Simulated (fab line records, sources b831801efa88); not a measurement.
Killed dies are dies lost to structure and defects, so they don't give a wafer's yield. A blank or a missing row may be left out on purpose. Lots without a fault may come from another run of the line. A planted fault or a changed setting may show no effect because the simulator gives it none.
Chamber matching | flow gf180mcu | GF_V1_CVD_02 on pecvd-01: 3 sister chambers
The step deposits SiO2 from TEOS, target thk 850 nm, time 94.851 s. 6 wafers are shown with their chamber, then 11 later ones without.

WAFERS WITH THEIR CHAMBER
wafer  | chamber | heater_power_w (W)
L084.2 | 1       | 607
L084.5 | 1       | 648
L086.1 | 2       | 576
L086.5 | 2       | 620
L086.6 | 0       | 648
L088.1 | 0       | 662

WAFERS WITHOUT THEIR CHAMBER
wafer  | heater_power_w (W)
L088.3 | 589
L088.4 | 629
L090.2 | 652
L090.5 | 493
L090.6 | 510
L092.1 | 573
L092.3 | 613
L092.6 | 619
L093.4 | 605
L093.5 | 502
L093.6 | 640

WHICH CHAMBER EACH WENT THROUGH
wafer  | from the rows above          | in truth
L088.3 | can't be placed: 2 or 1      | 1
L088.4 | can't be placed: 1 or 0 or 2 | 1
L090.2 | can't be placed: 0 or 1      | 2
L090.5 | can't be placed: 2 or 1      | 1
L090.6 | can't be placed: 2 or 1      | 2
L092.1 | can't be placed: 2 or 1      | 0
L092.3 | can't be placed: 1 or 2 or 0 | 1
L092.6 | can't be placed: 1 or 2 or 0 | 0
L093.4 | can't be placed: 2 or 1 or 0 | 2
L093.5 | can't be placed: 2 or 1      | 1
L093.6 | can't be placed: 1 or 0 or 2 | 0
Placed correctly: 0 of 11. Can't be placed from these rows: 11 (the true chamber is among the candidates in 9). Placed wrongly: 0.
How it was worked out, from the rows above alone: a wafer's distance from a chamber is the root of the sum, over the readings, of the square of ((its reading less the chamber's mean) divided by the reading's scatter). The wafer belongs to the nearest chamber; if the next one is less than 2 further off, it can't be placed. A chamber's mean is the mean of its shown wafers. The scatter: the root of (the sum of the squares of (reading less its chamber's mean) over the shown wafers, divided by (wafers less chambers)).
